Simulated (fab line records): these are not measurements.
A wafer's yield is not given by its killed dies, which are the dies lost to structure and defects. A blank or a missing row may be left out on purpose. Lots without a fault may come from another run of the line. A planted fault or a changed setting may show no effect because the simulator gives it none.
Which tool did it? :: flow gf180mcu :: Sampling: 6 lots, 18 wafers, 3 of 602 route steps

== WHAT THE GAUGES READ, wafer by wafer ==
GF_HV_LDD_RS_MEAS_53: measurement is done with a four-point probe.
lot: L202
measured: day 13 06:11
on: film-metro-04
HV_LDD_RS (ohm/sq): 417.7 417.2 418.6

lot: L204
measured: day 13 23:25
on: film-metro-04
HV_LDD_RS (ohm/sq): 419.7 418.5 419.4

lot: L208
measured: day 15 02:35
on: film-metro-04
HV_LDD_RS (ohm/sq): 417.8 417.6 417.6

lot: L210
measured: day 15 21:07
on: film-metro-03
HV_LDD_RS (ohm/sq): 416.4 417.0 416.3

lot: L214
measured: day 17 01:10
on: film-metro-03
HV_LDD_RS (ohm/sq): 417.8 417.0 418.7

lot: L223
measured: day 20 04:23
on: film-metro-03
HV_LDD_RS (ohm/sq): 423.1 422.7 423.1

== TOOL THAT RAN EACH LOT (tool first, then ch and the chambers of the sampled wafers, then the start) ==
lot: L202
GF_DUAL_GATE_STRIP_13: plasma-asher-01 ch 0,1, day 9 00:28
GF_HV_LDD_IMPLANT_35: implanter-03 ch 0, day 12 09:09

lot: L204
GF_DUAL_GATE_STRIP_13: plasma-asher-01 ch 0,1, day 9 16:08
GF_HV_LDD_IMPLANT_35: implanter-01 ch 0, day 13 02:17

lot: L208
GF_DUAL_GATE_STRIP_13: plasma-asher-04 ch 0,1, day 10 17:09
GF_HV_LDD_IMPLANT_35: implanter-04 ch 0, day 14 04:37

lot: L210
GF_DUAL_GATE_STRIP_13: plasma-asher-01 ch 0,1, day 11 08:22
GF_HV_LDD_IMPLANT_35: implanter-01 ch 0, day 14 22:35

lot: L214
GF_DUAL_GATE_STRIP_13: plasma-asher-01 ch 0,1, day 12 08:31
GF_HV_LDD_IMPLANT_35: implanter-01 ch 0, day 16 02:11

lot: L223
GF_DUAL_GATE_STRIP_13: plasma-asher-03 ch 0,1, day 15 02:09
GF_HV_LDD_IMPLANT_35: implanter-01 ch 0, day 19 02:41
- GF_DUAL_GATE_STRIP_13: strips in O2/N2.
- GF_HV_LDD_IMPLANT_35

== THE ANSWER, worked out from the rows above alone ==
Rule: what is usual is taken from the lots themselves. Put in order of their means at a reading, lots are off if they are a third of the lots or fewer, leave a main group of 4 or more, and stand apart from it by a gap of 3 or more times the standard deviation of the main group's means; of several such gaps the widest counts. A main group whose means are all the same, to the digits that the tables above print for the reading, isn't used. Also off: a lot with no number at a reading for which 4 or more lots have one. Where the step has rows for the other lots, those lots are counted as sound.
Off: L223, at GF_HV_LDD_RS_MEAS_53 (HV_LDD_RS). The main group has a mean of 417.8 ohm/sq with a standard deviation of 0.84.
If a tool, at a process step before that reading, ran all the lots that are off and no sound lot after the first of them, it fits. Those tools and the gauges at GF_HV_LDD_RS_MEAS_53 are tried in the same way. Can't be told from this: 3 tools fit, plasma-asher-03 at GF_DUAL_GATE_STRIP_13, implanter-01 at GF_HV_LDD_IMPLANT_35, film-metro-03 at GF_HV_LDD_RS_MEAS_53.

== WHAT WAS PUT IN BY THE SIMULATOR ==
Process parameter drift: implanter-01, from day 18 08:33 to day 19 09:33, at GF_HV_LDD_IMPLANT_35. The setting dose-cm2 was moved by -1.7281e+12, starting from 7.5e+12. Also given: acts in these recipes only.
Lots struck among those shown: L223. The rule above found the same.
